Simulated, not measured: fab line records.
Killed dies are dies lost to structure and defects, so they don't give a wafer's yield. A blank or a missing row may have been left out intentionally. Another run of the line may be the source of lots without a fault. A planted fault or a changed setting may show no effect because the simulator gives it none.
Chamber matching || flow sky130 || SKY_VIA2_CMP_02 on cmp-02 has 4 sister chambers
The step polishes SiO2. 4 wafers are shown with their chamber, then 8 later ones without.

== WAFERS PAIRED WITH THEIR CHAMBERS ==
{"wafer": "L382.1", "chamber": 2, "motor current A (A)": 11.0}
{"wafer": "L392.1", "chamber": 0, "motor current A (A)": 12.1}
{"wafer": "L392.4", "chamber": 1, "motor current A (A)": 13.9}
{"wafer": "L396.4", "chamber": 3, "motor current A (A)": 11.6}

== WAFERS WITH NO CHAMBER GIVEN ==
{"wafer": "L396.5", "motor current A (A)": 12.2}
{"wafer": "L396.6", "motor current A (A)": 10.8}
{"wafer": "L398.3", "motor current A (A)": 11.7}
{"wafer": "L398.4", "motor current A (A)": 14.1}
{"wafer": "L398.6", "motor current A (A)": 13.8}
{"wafer": "L399.1", "motor current A (A)": 11.6}
{"wafer": "L399.3", "motor current A (A)": 14.0}
{"wafer": "L399.6", "motor current A (A)": 12.6}

== CHAMBER TAKEN BY EACH ==
{"wafer": "L396.5", "from the rows above": 0, "in truth": 0}
{"wafer": "L396.6", "from the rows above": 2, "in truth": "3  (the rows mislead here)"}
{"wafer": "L398.3", "from the rows above": "can't be placed: 3 or 0", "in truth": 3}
{"wafer": "L398.4", "from the rows above": 1, "in truth": 1}
{"wafer": "L398.6", "from the rows above": 1, "in truth": 1}
{"wafer": "L399.1", "from the rows above": 3, "in truth": 3}
{"wafer": "L399.3", "from the rows above": 1, "in truth": 1}
{"wafer": "L399.6", "from the rows above": 0, "in truth": 0}
Placed correctly: 6 of 8. Unplaceable from these rows: 1, with the true chamber sitting among the candidates in 1. 1 placed wrongly.
How it was worked out, from the rows above alone: a wafer's distance from a chamber is the root of the sum, over the readings, of the square of ((its reading less the chamber's mean) divided by the reading's scatter). If the next closest chamber is less than 2 further off than the closest, the wafer can't be placed; otherwise it belongs to the closest. For every chamber, the mean is computed from those of its wafers that are shown. The scatter: root of mean squared gap, hidden wafer to nearest shown wafer, with one shown wafer a chamber.
